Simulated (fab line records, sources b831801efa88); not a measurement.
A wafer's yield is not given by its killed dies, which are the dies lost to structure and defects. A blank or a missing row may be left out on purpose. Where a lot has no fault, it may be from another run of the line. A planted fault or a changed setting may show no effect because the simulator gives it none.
Struck lot and sound lot, side by side | flow sfq-line | 13 out of 325 route steps
Sound: the wafers L563.1, L563.3, L563.6. Struck: wafers L571.1, L571.6 (left out: L571.2, a lot-mate that was not struck); the cause follows at the end.
Each step with rows lists, per side, the tool, then ch with its chambers, then its first start. Under that, the readings that differ: sound wafers | struck wafers | difference of the means | sigmas: that difference in standard deviations of wafers without a fault.
alike: readings with means less than 2 such deviations apart, plus words and numbers identical on both sides. not compared: withheld readings, readings lacking a value on some wafer, bounds such as >300 that could conceal the same value, and numbers that have no deviation in the record and whose values overlap.
The two part at a step that has a row with sigmas, a row that says differs or no value, or rows on one side only. Non-overlapping numbers with no deviation appear without sigmas and do not part them. A reading missing from all wafers of one side parts the sides only when that side holds two or more wafers.

first, 1 step without rows for these wafers: SFQ_TRILAYER_M1_DEP_PRE_CLEAN_038 (time 22.5 s).
SFQ_TRILAYER_M1_DEP_SPUTTER_037: material Nb, target thk 200 nm, time 133.3 s.
  sound on pvd-sputter-05, day 14 06:41; struck on pvd-sputter-06, day 17 12:16
  alike: throttle-valve-pct
SFQ_M1_RS_MEAS_909: measurement is done with a four-point probe.
  sound on film-metro-02, day 14 06:46; struck on film-metro-04, day 17 12:22
  alike: M1_NB_RS
then, 6 steps without rows for these wafers: SFQ_TRILAYER_M1_LITHO_COAT_044 (resist thk 62 nm); SFQ_TRILAYER_M1_LITHO_COAT_039 (resist thk 600 nm); SFQ_TRILAYER_M1_LITHO_SOFTBAKE_043; SFQ_TRILAYER_M1_LITHO_EXPOSE_040 (exposes mask M1, target cd 500 nm); SFQ_TRILAYER_M1_LITHO_PEB_042 (peb time 60 s); SFQ_TRILAYER_M1_LITHO_DEVELOP_041 (time 60 s).
-- the record jumps here: 6 days lie between the struck wafers' starts before and after --
SFQ_M1_OVL_MEAS_911:
  sound on overlay-02, day 19 12:31; struck on overlay-01, day 23 17:06
  reading     | sound    | struck | difference | sigmas
  M1_OVL (nm) | -2 -8 -2 | 5 5    | +9         | +2
SFQ_TRILAYER_M1_BARC_OPEN_METAL_ETCH_054: etches BARC in O2, target depth 125 nm, time 41.7 s.
  sound on rie-metal-03 ch 0,1, day 19 12:34; struck on rie-metal-02 ch 0, day 23 17:08
  alike: bias-w, drypump-motor-current-A, oes-product-au
  not compared: rf-hours-counter-h
SFQ_TRILAYER_M1_ETCH_METAL_ETCH_042: etches Nb in Cl2/Ar, stops on SiO2, target depth 240 nm, time 120 s.
  sound on rie-metal-03 ch 0,1, day 19 12:37; struck on rie-metal-02 ch 0, day 23 17:11
  reading    | sound             | struck      | difference | sigmas
  bias-w (W) | 79.95 80.05 80.09 | 73.40 73.52 | -6.57      | -29
  alike: drypump-motor-current-A, oes-product-au
  not compared: rf-hours-counter-h
SFQ_TRILAYER_M1_STRIP_STRIP_043: strips in O2.
  sound on rie-metal-03 ch 0,1, day 19 12:44; struck on rie-metal-02 ch 0, day 23 17:19
  reading               | sound             | struck      | difference | sigmas
  oes-product-au (a.u.) | 1.016 1.023 1.024 | 0.986 0.986 | -0.035     | -3
  alike: drypump-motor-current-A
  not compared: rf-hours-counter-h

## WHERE THEY PART
Earliest at SFQ_M1_OVL_MEAS_911; latest, in this record, at SFQ_TRILAYER_M1_STRIP_STRIP_043.

WHY: what the simulator had put in
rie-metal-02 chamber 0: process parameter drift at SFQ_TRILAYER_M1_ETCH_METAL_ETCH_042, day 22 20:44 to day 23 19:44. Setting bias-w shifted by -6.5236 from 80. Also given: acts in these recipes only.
